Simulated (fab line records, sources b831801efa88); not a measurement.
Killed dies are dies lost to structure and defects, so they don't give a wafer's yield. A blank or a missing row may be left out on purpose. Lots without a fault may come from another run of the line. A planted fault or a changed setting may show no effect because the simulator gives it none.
Problem report in the 8D (eight disciplines) form, filled by code | flow sky130 | the parts of the form that need people (team, actions taken, sign-off) are left out

1. THE PROBLEM
platen_rpm at SKY_VIA2_CMP_02 reads a mean of 54.01 rpm on 5 wafers of 3 lots; wafers without a fault read 60.00 rpm with a standard deviation of 0.039. That is -99 or more standard deviations from the usual mean.
The step: polishes SiO2.
First seen on wafer L984.2, day 38 04:58, on cmp-01. The record holds 39 wafers of 13 lots with a number at this step. Rule for "out", or "out of limits": more than 4 standard deviations from the usual mean. The other wafers with a number count as sound.

2. WHAT IT IS AND WHAT IT IS NOT
question                    | is                                     | is not
which readings at this step | platen_rpm                             | motor_current_A, slurry_flow_ml_min
which lots                  | L984, L985, L986                       | L975, L976, L977, L978, L987, L991, L995, L996, L997, L998
which wafers of those lots  | L984.2, L985.1, L985.6, L986.1, L986.5 | L984.3, L984.5, L985.4, L986.3
read on which tools         | cmp-01                                 | cmp-02
when                        | from day 38 04:58                      | up to then (14 sound wafers); but 20 sound wafers of L985, L986, L987, L991, L995, L996, L997, L998 came after

3. SUSPECTS, AND WHAT RULES EACH OUT
Counting: a tool at a process step up to the reading stays a suspect if it ran every lot that is out. Sound lots after the first of them don't rule it out here, since some wafers of a struck lot are sound.
- cmp-01 at SKY_VIA2_CMP_02 (polishes SiO2): kept. It ran every lot that is out, first L984 (day 38 04:58); its last sound lot up to then is L976 (day 35 09:18). Its own readings are out on those wafers: platen_rpm.
- Within cmp-01 at SKY_VIA2_CMP_02: the wafers that are out ran in chamber 0; their sound lot-mates ran in chambers 2, 3.
Left after counting: cmp-01 at SKY_VIA2_CMP_02.

4. THE CAUSE (what the simulator had put in)
Process parameter drift: cmp-01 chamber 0, from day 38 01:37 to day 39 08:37, at SKY_VIA2_CMP_02. Setting platen_rpm, moved by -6, from 60. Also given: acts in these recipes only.
Counting left only this tool.

5. THE CHAIN OF EFFECTS, in route order
Each row: a reading whose mean over the struck wafers that have a number lies more than 3 standard deviations from the usual. Only readings for which the record gives a usual standard deviation are gone through. hours: the time from each lot's start at the first step in this table that gives one to its start at this step, as a median over the lots. sigmas: the change in usual standard deviations.
hours | step            | reading    | usual     | on struck wafers | change | sigmas
0     | SKY_VIA2_CMP_02 | platen_rpm | 60.00 rpm | 54.01            | -5.99  | -99 or more
The process steps in it:
- SKY_VIA2_CMP_02: polishes SiO2.
Later measuring or inspecting steps at which every struck wafer that the step has a row for has a number for every such reading, and none has moved that far: SKY_VIA2_OVL_MEAS_13.

6. WHAT WOULD HAVE CAUGHT IT SOONER
In this record the first reading out of limits was taken at day 38 04:58, 3 hours after the fault began at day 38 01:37.
